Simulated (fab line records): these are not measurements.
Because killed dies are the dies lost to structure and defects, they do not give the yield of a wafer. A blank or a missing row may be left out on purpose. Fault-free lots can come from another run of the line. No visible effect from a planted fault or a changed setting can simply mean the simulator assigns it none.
fab line records ; flow gf180mcu
[record] lots = 5; wafers = 15; lastDay = 33
route steps=602 shown M1@321
lots that met no fault: from a run of the same line without faults
startH: the number of hours between the record's first day and the start of the first shown wafer of the lot ; waitH: hours elapsed since this lot's preceding step ; " repeats the value in the row above ; L1.1+2: a single row standing in for several wafers ; - either no value or no given start ; * or withheld: withheld ; < > ~ a bound
route shown NAME@n: a module of which the file shows steps, and the number in the route of the first ; usual: mean and standard deviation over wafers with no fault ; same: alike in all rows ; chamber/n: place in a boat ; sites: readings site by site ; _std_site: how widely they spread, as a standard deviation ; _edge_site: mean of outer sites minus mean of inner sites ; radiusMm: how far each site lies from the wafer's centre ; mask NAME#n: copy n ; behind: tool/chamber where the wafer was last shaped ; hold: why the lot was held/for how many hours/how that ended ; device: the transistor (n, p or np) that didn't switch ; end of line: at the end of the route, the tests of the same wafers ; a step with no rows: only its recipe ; killed: the dies lost at the first sort to structure and to defects; this is not the yield of the wafer ; map: a wafer's dies, marking killed ones x, the rest . and places with no die _
set.NAME: the setting the step ran with; set.NAME@STEP: the setting that earlier step ran with ; model.NAME: the simulator's own value behind a step, which no gauge read
lots at selected steps of the route; one table per step, one row per wafer
services: the hour from which a tool's chamber was out of use, counted from the record's first day as startH (under 0 if before that day), plus the number of hours and why
[[steps]]
[step GF_M1_THK_MEAS_06]
[recipe] thkMeasGauge = xrf; reads = AlCu_of_M1_SPUTTER_02
[usual] M1_ALCU_THK = 453/5.3
lot.wafer;tool;chamber;startH;waitH;M1_ALCU_THK[nm]
L074.1;filmMetro-04;-;359.58;0.1;451
L074.3;filmMetro-04;-;359.58;0.1;451
L074.4;filmMetro-04;-;359.58;0.1;447
L082.2;filmMetro-01;-;435.16;0.1;447
L082.5;filmMetro-01;-;435.16;0.1;451
L082.6;filmMetro-01;-;435.16;0.1;451
L086.2;filmMetro-03;-;469.18;0.1;457
L086.3;filmMetro-03;-;469.18;0.1;456
L086.6;filmMetro-03;-;469.18;0.1;459
L090.2;filmMetro-04;-;505.10;0.1;452
L090.3;filmMetro-04;-;505.10;0.1;457
L090.5;filmMetro-04;-;505.10;0.1;452
L093.1;filmMetro-04;-;540.72;0.1;449
L093.3;filmMetro-04;-;540.72;0.1;449
L093.4;filmMetro-04;-;540.72;0.1;450
[step GF_M1_DEHYDRATE_07]
[recipe] tempC = 200; timeS = 60
[usual] plateTempC = 200.00/0.16
lot.wafer;tool;chamber;startH;waitH;plateTempC
L074.1;lithoTrack-01;0;369.92;10.3;199.68
L074.3;lithoTrack-01;0;369.92;10.3;199.64
L074.4;lithoTrack-01;0;369.92;10.3;199.82
L082.2;lithoTrack-02;0;447.10;11.9;200.13
L082.5;lithoTrack-02;0;447.10;11.9;200.00
L082.6;lithoTrack-02;0;447.10;11.9;199.97
L086.2;lithoTrack-02;0;480.55;11.4;200.10
L086.3;lithoTrack-02;0;480.55;11.4;200.01
L086.6;lithoTrack-02;0;480.55;11.4;200.18
L090.2;lithoTrack-02;0;516.15;11.0;200.01
L090.3;lithoTrack-02;0;516.15;11.0;200.02
L090.5;lithoTrack-02;0;516.15;11.0;199.81
L093.1;lithoTrack-03;0;551.14;10.4;200.11
L093.3;lithoTrack-03;0;551.14;10.4;200.01
L093.4;lithoTrack-03;0;551.14;10.4;199.92
[step GF_M1_HMDS_08]
[recipe] primeTimeS = 60; primeTempC = 120
[usual] primeTempC = 119.96/0.12
lot.wafer;tool;chamber;startH;waitH;primeTempC
L074.1;lithoTrack-01;0;370.07;0.1;120.01
L074.3;lithoTrack-01;0;370.07;0.1;120.05
L074.4;lithoTrack-01;0;370.07;0.1;119.79
L082.2;lithoTrack-02;0;447.25;0.1;119.91
L082.5;lithoTrack-02;0;447.25;0.1;119.86
L082.6;lithoTrack-02;0;447.25;0.1;119.88
L086.2;lithoTrack-02;0;480.70;0.1;120.15
L086.3;lithoTrack-02;0;480.70;0.1;119.95
L086.6;lithoTrack-02;0;480.70;0.1;120.21
L090.2;lithoTrack-02;0;516.30;0.1;119.84
L090.3;lithoTrack-02;0;516.30;0.1;120.05
L090.5;lithoTrack-02;0;516.30;0.1;119.93
L093.1;lithoTrack-03;0;551.29;0.1;120.14
L093.3;lithoTrack-03;0;551.29;0.1;119.99
L093.4;lithoTrack-03;0;551.29;0.1;119.96
[step GF_M1_COAT_09]
[recipe] resist = KrF; spinRpm = withheld; resistThkNm = 1000
lot.wafer;tool;chamber;startH;waitH
L074.1+3+4;lithoTrack-01;0;370.22;0.1
L082.2+5+6;lithoTrack-02;0;447.40;0.1
L086.2+3+6;lithoTrack-02;0;480.85;0.1
L090.2+3+5;lithoTrack-02;0;516.45;0.1
L093.1+3+4;lithoTrack-03;0;551.44;0.1
[step GF_M1_SOFTBAKE_10]
[recipe] tempC = 130; timeS = 60; resist = KrF
[usual] plateTempC = 130.00/0.12
lot.wafer;tool;chamber;startH;waitH;plateTempC
L074.1;lithoTrack-01;0;370.37;0.1;129.75
L074.3;lithoTrack-01;0;370.37;0.1;129.91
L074.4;lithoTrack-01;0;370.37;0.1;129.91
L082.2;lithoTrack-02;0;447.55;0.1;130.10
L082.5;lithoTrack-02;0;447.55;0.1;130.02
L082.6;lithoTrack-02;0;447.55;0.1;130.08
L086.2;lithoTrack-02;0;481.00;0.1;129.92
L086.3;lithoTrack-02;0;481.00;0.1;129.84
L086.6;lithoTrack-02;0;481.00;0.1;129.94
L090.2;lithoTrack-02;0;516.60;0.1;129.85
L090.3;lithoTrack-02;0;516.60;0.1;129.97
L090.5;lithoTrack-02;0;516.60;0.1;129.85
L093.1;lithoTrack-03;0;551.59;0.1;130.24
L093.3;lithoTrack-03;0;551.59;0.1;130.11
L093.4;lithoTrack-03;0;551.59;0.1;130.18
[step GF_M1_EXPOSE_11]
[recipe] maskId = Metal1; targetCdNm = 230; na = 0.68; sourceShape = conventional; sigmaOuter = 0.6; doseMj = 28
[usual] stageVelMmS = 499.99/0.21
lot.wafer;tool;chamber;startH;waitH;mask;stageVelMmS
L074.1;krfScanner-02;0;-;-;Metal1#0;499.73
L074.3;krfScanner-02;0;-;-;Metal1#0;499.76
L074.4;krfScanner-02;0;-;-;Metal1#0;499.74
L082.2;krfScanner-02;0;-;-;Metal1#0;499.78
L082.5;krfScanner-02;0;-;-;Metal1#0;499.92
L082.6;krfScanner-02;0;-;-;Metal1#0;500.09
L086.2;krfScanner-01;0;-;-;Metal1#0;500.30
L086.3;krfScanner-01;0;-;-;Metal1#0;499.91
L086.6;krfScanner-01;0;-;-;Metal1#0;499.99
L090.2;krfScanner-01;0;-;-;Metal1#0;500.02
L090.3;krfScanner-01;0;-;-;Metal1#0;500.26
L090.5;krfScanner-01;0;-;-;Metal1#0;500.34
L093.1;krfScanner-01;0;-;-;Metal1#0;500.44
L093.3;krfScanner-01;0;-;-;Metal1#0;500.20
L093.4;krfScanner-01;0;-;-;Metal1#0;499.96
[step GF_M1_PEB_12]
[recipe] pebTempC = 135; pebTimeS = 90; resist = KrF
[usual] plateTempC = 135.02/0.14
lot.wafer;tool;chamber;startH;waitH;plateTempC
L074.1;lithoTrack-02;0;-;-;134.84
L074.3;lithoTrack-02;0;-;-;134.96
L074.4;lithoTrack-02;0;-;-;134.98
L082.2;lithoTrack-03;0;-;-;134.95
L082.5;lithoTrack-03;0;-;-;134.94
L082.6;lithoTrack-03;0;-;-;135.07
L086.2;lithoTrack-03;0;-;-;135.01
L086.3;lithoTrack-03;0;-;-;135.12
L086.6;lithoTrack-03;0;-;-;134.89
L090.2;lithoTrack-01;0;-;-;135.16
L090.3;lithoTrack-01;0;-;-;135.02
L090.5;lithoTrack-01;0;-;-;135.19
L093.1;lithoTrack-01;0;-;-;135.11
L093.3;lithoTrack-01;0;-;-;134.99
L093.4;lithoTrack-01;0;-;-;135.02
[step GF_M1_DEVELOP_13]
[recipe] developTimeS = 60; devTempC = 21
lot.wafer;tool;chamber;startH;waitH
L074.1+3+4;lithoTrack-02;0;381.18;0.2
L082.2+5+6;lithoTrack-03;0;460.12;0.2
L086.2+3+6;lithoTrack-03;0;492.56;0.2
L090.2+3+5;lithoTrack-01;0;528.24;0.2
L093.1+3+4;lithoTrack-01;0;562.87;0.2
[step GF_M1_CD_MEAS_14]
[recipe] targetCdNm = 230
[usual] cdNm = 229.9/1.3
lot.wafer;tool;chamber;startH;waitH;cdNm
L074.1;cdSem-01;-;381.33;0.1;227.8
L074.3;cdSem-01;-;381.33;0.1;228.6
L074.4;cdSem-01;-;381.33;0.1;229.0
L082.2;cdSem-02;-;460.26;0.1;230.4
L082.5;cdSem-02;-;460.26;0.1;230.3
L082.6;cdSem-02;-;460.26;0.1;231.4
L086.2;cdSem-02;-;492.71;0.1;230.8
L086.3;cdSem-02;-;492.71;0.1;230.5
L086.6;cdSem-02;-;492.71;0.1;230.4
L090.2;cdSem-02;-;528.39;0.1;228.2
L090.3;cdSem-02;-;528.39;0.1;227.7
L090.5;cdSem-02;-;528.39;0.1;227.3
L093.1;cdSem-01;-;563.02;0.1;227.8
L093.3;cdSem-01;-;563.02;0.1;229.3
L093.4;cdSem-01;-;563.02;0.1;229.5
[[services]]
tool;chamber;startH;hours;kind
lithoTrack-02;-;355.09;-;consumableReplace:filter
krfScanner-01;-;377.26;1.0;pm
krfScanner-01;-;396.19;1.3;pm
krfScanner-02;-;403.42;3.6;pm
krfScanner-01;0;417.60;-;calibration
krfScanner-01;-;447.03;0.8;pm
krfScanner-02;-;453.31;4.4;pm
krfScanner-02;-;468.33;1.0;pm
krfScanner-01;-;488.16;4.0;pm
krfScanner-02;0;488.87;-;calibration
krfScanner-02;-;493.36;0.8;pm
krfScanner-02;-;503.89;1.3;pm
lithoTrack-03;-;528.48;-;consumableReplace:filter
krfScanner-01;-;546.26;1.0;pm
[[key]]
fault none
